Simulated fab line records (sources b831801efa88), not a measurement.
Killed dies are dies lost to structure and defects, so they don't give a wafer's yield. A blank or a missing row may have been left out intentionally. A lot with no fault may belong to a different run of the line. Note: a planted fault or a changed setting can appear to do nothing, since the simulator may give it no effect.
fab line records ; flow sky130
[record] lots = 13; wafers = 39; last_day = 50
route steps=708 shown VIA1@461 VIA2@508 PAD_OPEN@708
lots untouched by any fault: they come from a run of this same line in which no faults occurred
start_h: hours from the record's first day to the start of the lot's first wafer shown ; wait_h: hours from the lot's prior step to this one ; " unchanged from the row above ; L1.1+2: one row covering several wafers at once ; - either no value or no given start ; * or withheld: withheld ; < > ~ a bound
route shown NAME@n: NAME is a module with steps in the file, n the number in the route of the first one ; usual: mean/standard deviation of fault-free wafers ; same: alike in all rows ; chamber/n: place in a boat ; sites: the reading at each site ; _std_site: the values' standard deviation ; _edge_site: the outer-site mean with the inner-site mean subtracted ; radius_mm: for every site, how far away it sits from the centre of the wafer ; mask NAME#n: copy n ; behind: the most recent tool/chamber to have shaped the wafer ; hold: why the lot went on hold/how many hours it stayed there/how the hold came to an end ; device: the n, p or np transistor that did not switch ; end of line: tests of these same wafers at the route's end ; a step given without rows: its recipe and nothing more ; killed: dies that structure and defects cost at the first sort, which is not the same as the wafer's yield ; map: a wafer's dies, x killed, . not, _ none there
set.NAME: the setting the step ran with; set.NAME@STEP: the setting that earlier step ran with ; model.NAME: the simulator's own value behind a step, which no gauge read
a sample of lots followed through the steps of the route, with each step as a table and each wafer as a row
services: from which hour (start_h, from the record's first day; less than 0 if before it) a tool's chamber was out of use, for how many hours, and why
[[steps]]
[step SKY_VIA1_BOW_MEAS_03]
[recipe] mode = bow
[usual] VIA1_BOW = 80/7
lot.wafer;tool;chamber;start_h;wait_h;VIA1_BOW[um]
L227.1;film_metro-04;-;761.93;0.1;75
L227.4;film_metro-04;-;761.93;0.1;76
L227.5;film_metro-04;-;761.93;0.1;82
L228.2;film_metro-02;-;775.66;0.3;82
L228.3;film_metro-02;-;775.66;0.3;91
L228.5;film_metro-02;-;775.66;0.3;73
L230.1;film_metro-01;-;795.17;0.2;82
L230.3;film_metro-01;-;795.17;0.2;75
L230.5;film_metro-01;-;795.17;0.2;98
L233.1;film_metro-02;-;811.62;0.2;79
L233.2;film_metro-02;-;811.62;0.2;79
L233.3;film_metro-02;-;811.62;0.2;89
L239.2;film_metro-02;-;858.13;0.3;78
L239.4;film_metro-02;-;858.13;0.3;93
L239.6;film_metro-02;-;858.13;0.3;83
L241.1;film_metro-01;-;869.26;0.1;77
L241.4;film_metro-01;-;869.26;0.1;83
L241.5;film_metro-01;-;869.26;0.1;83
L243.2;film_metro-04;-;887.45;0.3;76
L243.3;film_metro-04;-;887.45;0.3;76
L243.5;film_metro-04;-;887.45;0.3;80
L244.2;film_metro-02;-;890.58;0.1;76
L244.3;film_metro-02;-;890.58;0.1;75
L244.4;film_metro-02;-;890.58;0.1;79
L245.1;film_metro-01;-;897.58;0.1;79
L245.2;film_metro-01;-;897.58;0.1;84
L245.4;film_metro-01;-;897.58;0.1;80
L246.1;film_metro-02;-;899.63;0.1;79
L246.5;film_metro-02;-;899.63;0.1;82
L246.6;film_metro-02;-;899.63;0.1;80
L248.1;film_metro-02;-;913.84;0.2;89
L248.4;film_metro-02;-;913.84;0.2;78
L248.5;film_metro-02;-;913.84;0.2;76
L249.2;film_metro-02;-;916.02;0.1;78
L249.3;film_metro-02;-;916.02;0.1;77
L249.6;film_metro-02;-;916.02;0.1;77
L250.1;film_metro-04;-;926.67;0.2;73
L250.3;film_metro-04;-;926.67;0.2;76
L250.6;film_metro-04;-;926.67;0.2;87
[step SKY_VIA1_SPUTTER_20]
[recipe] material = TiN; target_thk_nm = 20; chamber_pressure_pa = 5; power_w = 4000; time_s = 80
[usual] throttle_valve_pct = 29.8/1.2
lot.wafer;tool;chamber;start_h;wait_h;throttle_valve_pct
L227.1;pvd_sputter-03;-;788.83;0.0;30.1
L227.4;pvd_sputter-03;-;788.83;0.0;29.5
L227.5;pvd_sputter-03;-;788.83;0.0;31.9
L228.2;pvd_sputter-02;-;802.39;0.0;30.6
L228.3;pvd_sputter-02;-;802.39;0.0;28.1
L228.5;pvd_sputter-02;-;802.39;0.0;30.0
L230.1;pvd_sputter-02;-;822.09;0.0;30.7
L230.3;pvd_sputter-02;-;822.09;0.0;29.1
L230.5;pvd_sputter-02;-;822.09;0.0;30.5
L233.1;pvd_sputter-02;-;837.87;0.0;29.4
L233.2;pvd_sputter-02;-;837.87;0.0;30.5
L233.3;pvd_sputter-02;-;837.87;0.0;28.5
L239.2;pvd_sputter-02;-;884.97;0.0;28.3
L239.4;pvd_sputter-02;-;884.97;0.0;30.6
L239.6;pvd_sputter-02;-;884.97;0.0;29.4
L241.1;pvd_sputter-04;-;895.35;0.0;31.6
L241.4;pvd_sputter-04;-;895.35;0.0;28.1
L241.5;pvd_sputter-04;-;895.35;0.0;31.9
L243.2;pvd_sputter-04;-;912.63;0.0;31.6
L243.3;pvd_sputter-04;-;912.63;0.0;28.7
L243.5;pvd_sputter-04;-;912.63;0.0;29.0
L244.2;pvd_sputter-03;-;916.51;0.0;30.2
L244.3;pvd_sputter-03;-;916.51;0.0;32.0
L244.4;pvd_sputter-03;-;916.51;0.0;29.9
L245.1;pvd_sputter-04;-;923.02;0.0;31.7
L245.2;pvd_sputter-04;-;923.02;0.0;28.6
L245.4;pvd_sputter-04;-;923.02;0.0;28.2
L246.1;pvd_sputter-02;-;925.51;0.0;30.7
L246.5;pvd_sputter-02;-;925.51;0.0;28.3
L246.6;pvd_sputter-02;-;925.51;0.0;30.3
L248.1;pvd_sputter-04;-;940.05;0.0;28.4
L248.4;pvd_sputter-04;-;940.05;0.0;28.8
L248.5;pvd_sputter-04;-;940.05;0.0;31.6
L249.2;pvd_sputter-02;-;942.01;0.0;30.5
L249.3;pvd_sputter-02;-;942.01;0.0;29.0
L249.6;pvd_sputter-02;-;942.01;0.0;30.0
L250.1;pvd_sputter-04;-;952.41;0.0;28.9
L250.3;pvd_sputter-04;-;952.41;0.0;32.0
L250.6;pvd_sputter-04;-;952.41;0.0;28.7
[step SKY_VIA2_THK_MEAS_01]
[recipe] reads = SiO2_of_VIA2_HDPCVD_00
[usual] VIA2_HDPCVD_THK = 1180/10
lot.wafer;tool;chamber;start_h;wait_h;VIA2_HDPCVD_THK[nm]
L227.1;film_metro-03;-;816.48;0.1;1184
L227.4;film_metro-03;-;816.48;0.1;1180
L227.5;film_metro-03;-;816.48;0.1;1168
L228.2;film_metro-03;-;829.84;0.1;1164
L228.3;film_metro-03;-;829.84;0.1;1175
L228.5;film_metro-03;-;829.84;0.1;1172
L230.1;film_metro-03;-;849.25;0.1;1186
L230.3;film_metro-03;-;849.25;0.1;1162
L230.5;film_metro-03;-;849.25;0.1;1177
L233.1;film_metro-01;-;864.61;0.1;1188
L233.2;film_metro-01;-;864.61;0.1;1195
L233.3;film_metro-01;-;864.61;0.1;1177
L239.2;film_metro-03;-;911.73;0.1;1175
L239.4;film_metro-03;-;911.73;0.1;1181
L239.6;film_metro-03;-;911.73;0.1;1185
L241.1;film_metro-02;-;922.28;0.1;1197
L241.4;film_metro-02;-;922.28;0.1;1190
L241.5;film_metro-02;-;922.28;0.1;1200
L243.2;film_metro-03;-;939.45;0.1;1193
L243.3;film_metro-03;-;939.45;0.1;1185
L243.5;film_metro-03;-;939.45;0.1;1195
L244.2;film_metro-03;-;942.88;0.1;1172
L244.3;film_metro-03;-;942.88;0.1;1186
L244.4;film_metro-03;-;942.88;0.1;1171
L245.1;film_metro-03;-;949.47;0.1;1174
L245.2;film_metro-03;-;949.47;0.1;1183
L245.4;film_metro-03;-;949.47;0.1;1185
L246.1;film_metro-01;-;951.48;0.1;1188
L246.5;film_metro-01;-;951.48;0.1;1180
L246.6;film_metro-01;-;951.48;0.1;1171
L248.1;film_metro-03;-;966.42;0.1;1193
L248.4;film_metro-03;-;966.42;0.1;1189
L248.5;film_metro-03;-;966.42;0.1;1188
L249.2;film_metro-03;-;968.24;0.1;1181
L249.3;film_metro-03;-;968.24;0.1;1175
L249.6;film_metro-03;-;968.24;0.1;1205
L250.1;film_metro-01;-;978.35;0.1;1179
L250.3;film_metro-01;-;978.35;0.1;1175
L250.6;film_metro-01;-;978.35;0.1;1185
[step SKY_VIA2_SOFTBAKE_08]
[recipe] temp_c = 100; time_s = 90; resist = KrF-thick
[usual] heater_power_total_W = 57.36/0.12; plate_temp_C = 100.02/0.11; run_length_s = 119.15/0.18
lot.wafer;tool;chamber;start_h;wait_h;heater_power_total_W;plate_temp_C;run_length_s
L227.1;litho_track-03;0;829;-;57.46;100.01;119.49
L227.4;litho_track-03;0;829;-;57.36;100.01;119.10
L227.5;litho_track-03;0;829;-;57.28;99.92;119.07
L228.2;litho_track-02;0;843;-;57.25;99.98;119.29
L228.3;litho_track-02;0;843;-;57.54;99.98;119.50
L228.5;litho_track-02;0;843;-;57.39;100.04;119.29
L230.1;litho_track-02;0;862;-;57.23;100.13;119.33
L230.3;litho_track-02;0;862;-;57.24;99.94;119.22
L230.5;litho_track-02;0;862;-;57.28;99.92;119.19
L233.1;litho_track-02;0;877;-;59.75;-;109.03
L233.2;litho_track-02;0;877;-;57.36;100.03;119.42
L233.3;litho_track-02;0;877;-;57.26;100.22;119.18
L239.2;litho_track-03;0;924;-;57.36;100.06;119.18
L239.4;litho_track-03;0;924;-;57.31;100.05;119.17
L239.6;litho_track-03;0;924;-;57.21;100.18;119.18
L241.1;litho_track-03;0;934;-;57.63;100.09;119.10
L241.4;litho_track-03;0;934;-;57.33;100.02;119.06
L241.5;litho_track-03;0;934;-;57.45;99.97;119.28
L243.2;litho_track-04;0;951;-;57.50;99.94;118.96
L243.3;litho_track-04;0;951;-;57.22;99.94;119.01
L243.5;litho_track-04;0;951;-;57.48;99.85;118.92
L244.2;litho_track-04;0;954;-;57.40;99.98;119.15
L244.3;litho_track-04;0;954;-;57.46;99.87;119.00
L244.4;litho_track-04;0;954;-;57.25;99.94;119.10
L245.1;litho_track-04;0;961;-;57.37;99.98;118.85
L245.2;litho_track-04;0;962;-;57.25;100.09;118.81
L245.4;litho_track-04;0;962;-;57.25;100.15;118.92
L246.1;litho_track-04;0;964;-;57.50;100.01;118.87
L246.5;litho_track-04;0;964;-;57.43;99.90;119.20
L246.6;litho_track-04;0;964;-;57.40;100.04;118.85
L248.1;litho_track-04;0;978;-;57.52;100.00;118.81
L248.4;litho_track-04;0;978;-;57.48;99.93;118.88
L248.5;litho_track-04;0;978;-;57.51;100.10;118.87
L249.2;litho_track-04;0;980;-;57.29;99.79;118.87
L249.3;litho_track-04;0;980;-;57.28;99.80;118.92
L249.6;litho_track-04;0;980;-;57.23;99.85;118.82
L250.1;litho_track-03;0;990;-;57.30;99.90;119.12
L250.3;litho_track-03;0;991;-;57.19;100.23;119.15
L250.6;litho_track-03;0;991;-;57.19;100.14;119.18
[step SKY_PAD_OPEN_PROBE_99]
[usual] defect_limited_yield = 82.3/2; killed_at_M0_to_M3 = 43/7.3; killed_at_M4_up = 3.2/1.8; killed_at_contacts = 24/5.8; killed_at_front_end = 16/4.5; killed_at_other = 0.3/0.53; killed_dies = 87/9.9; killed_open = 48/6.8; killed_short = 39/6.9; sort_bin_3_pad_short = 0.8/0.42; sort_bin_5_function = 10.4/1.6; sort_bin_6_memory = 6.4/1.2; sort_n_pass = 405/9.9; sort_yield_pct = 82.3/2
[same] gross_dies = 492; killed_at_back_side = 0; sort_bin_4_leakage[%] = 0; sort_bin_8_speed[%] = 0
lot.wafer;tool;chamber;start_h;wait_h;defect_limited_yield[%];killed_at_M0_to_M3;killed_at_M4_up;killed_at_contacts;killed_at_front_end;killed_at_other;killed_dies;killed_open;killed_short;sort_bin_3_pad_short[%];sort_bin_5_function[%];sort_bin_6_memory[%];sort_n_pass;sort_yield_pct[%]
L239.2;prober-02;-;1142.93;0.1;81.3;47;2;32;11;0;92;52;40;0.6;11.4;6.7;400;81.3
L239.4;prober-02;-;1143.03;0.2;81.5;47;5;20;19;0;91;44;47;0.8;12.4;5.3;401;81.5
L239.6;prober-02;-;1143.13;0.2;80.7;52;3;23;17;0;95;60;35;0.4;11.6;7.3;397;80.7
L248.1;prober-02;-;1184.49;0.1;81.7;38;5;31;16;0;90;43;47;0.6;12.4;5.3;402;81.7
// killed by level:class
L239.2 VIA1:geometric_particle:open=16 CONTACT:geometric_particle:open=11 LI_CONTACT:geometric_particle:open=9 METAL2:geometric_particle:short=6 VIA1:geometric_particle:short=5 CONTACT:geometric_particle:short=5 VIA2:geometric_particle:open=5 POLY_GATE:geometric_particle:open=4
L239.4 METAL2:geometric_particle:short=9 VIA3:geometric_particle:open=7 VIA2:geometric_particle:open=6 VIA1:geometric_particle:open=6 FIELD_ISO:geometric_particle:open=5 LI_CONTACT:geometric_particle:open=5 METAL1:geometric_particle:short=5 FIELD_ISO:geometric_particle:short=4
L239.6 VIA1:geometric_particle:open=14 CONTACT:geometric_particle:open=9 FIELD_ISO:geometric_particle:open=8 POLY_GATE:geometric_particle:open=6 LI_CONTACT:geometric_particle:open=6 METAL1:geometric_particle:short=6 METAL2:geometric_particle:short=6 VIA2:geometric_particle:open=6
L248.1 CONTACT:geometric_particle:short=9 LI_CONTACT:geometric_particle:open=8 VIA1:geometric_particle:open=8 FIELD_ISO:geometric_particle:open=7 FIELD_ISO:geometric_particle:short=7 VIA2:geometric_particle:open=7 METAL4:geometric_particle:short=5 METAL1:geometric_particle:short=5
[[services]]
tool;chamber;start_h;hours;kind
pvd_sputter-02;-;788.64;0.7;repair
pvd_sputter-02;-;796.09;1.0;repair
pvd_sputter-03;-;806.96;1.1;repair
pvd_sputter-04;-;893.05;2.2;repair
pvd_sputter-03;-;966.99;1.4;repair
[[key]]
[first_sign] step = SKY_VIA2_SOFTBAKE_08; reading = run_length_s; direction = down; sigmas = 55; usual = *; struck = *
[effect] step = SKY_VIA2_SOFTBAKE_08; reading = heater_power_total_W; direction = up; sigmas = 21; usual = *; struck = *
met_at SKY_VIA2_SOFTBAKE_08
struck_lots L233
struck_wafers L233.1
not_acting_at SKY_VIA1_BOW_MEAS_03,SKY_VIA1_SPUTTER_20,SKY_VIA2_THK_MEAS_01
onset_between 862 877
[fault] kind = process_parameter_drift; tool = litho_track-02; chamber = -; onset_h = 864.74; steps = SKY_VIA2_SOFTBAKE_08; channel = time_s; offset = *; shape = step; end_h = 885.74; scope = struck_wafers_only; acts_in = *; stated = *
